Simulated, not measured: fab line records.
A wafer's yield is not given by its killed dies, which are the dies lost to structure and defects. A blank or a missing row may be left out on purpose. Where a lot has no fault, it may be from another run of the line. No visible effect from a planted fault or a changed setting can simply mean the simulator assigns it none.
The tool behind it: which one? || flow gf180mcu || 12 lots, 36 wafers sampled, at 1 step of a route of 602

WHAT THE GAUGES READ, wafer by wafer
GF_STI_CD_MEAS_12 targets a cd of 220 nm.
{"lot": "L075", "measured": "day 2 09:22", "on": "cd_sem-02", "cd_nm (nm)": "217.2 217.1 217.0"}
{"lot": "L077", "measured": "day 2 19:02", "on": "cd_sem-02", "cd_nm (nm)": "219.9 220.3 219.9"}
{"lot": "L079", "measured": "day 3 06:14", "on": "cd_sem-01", "cd_nm (nm)": "220.8 221.2 220.9"}
{"lot": "L081", "measured": "day 3 15:47", "on": "cd_sem-02", "cd_nm (nm)": "221.7 220.4 220.8"}
{"lot": "L083", "measured": "day 4 01:42", "on": "cd_sem-01", "cd_nm (nm)": "218.7 216.9 217.9"}
{"lot": "L085", "measured": "day 4 13:04", "on": "cd_sem-02", "cd_nm (nm)": "221.5 219.8 220.0"}
{"lot": "L087", "measured": "day 4 22:44", "on": "cd_sem-02", "cd_nm (nm)": "220.0 219.6 221.0"}
{"lot": "L089", "measured": "day 5 09:13", "on": "cd_sem-01", "cd_nm (nm)": "220.9 219.9 219.6"}
{"lot": "L091", "measured": "day 5 19:43", "on": "cd_sem-01", "cd_nm (nm)": "221.4 219.3 218.7"}
{"lot": "L093", "measured": "day 6 06:08", "on": "cd_sem-01", "cd_nm (nm)": "220.1 219.4 218.6"}
{"lot": "L095", "measured": "day 6 16:14", "on": "cd_sem-01", "cd_nm (nm)": "218.5 219.2 218.1"}
{"lot": "L097", "measured": "day 7 02:40", "on": "cd_sem-01", "cd_nm (nm)": "221.1 220.9 220.2"}

TOOL THAT RAN EACH LOT (tool first, then ch and the chambers of the sampled wafers, then the start)
The record holds no process step before these readings.

THE ANSWER, worked out from the rows above alone
Rule: the lots themselves supply what counts as usual. The widest of any qualifying gaps counts: lots, ordered by their means at a reading, are off when they make up no more than a third of the lots, leave a main group of 4 or more, and stand apart from it by 3 or more times the standard deviation of that group's means. If all means in a main group match to the digits the tables above print for the reading, that group is not used. Also off: a lot with no number at a reading for which 4 or more lots have one. Any other lot the step has rows for is counted as sound.
None of the lots is off at any reading shown; this tells nothing.

WHAT HAD BEEN PUT IN BY THE SIMULATOR
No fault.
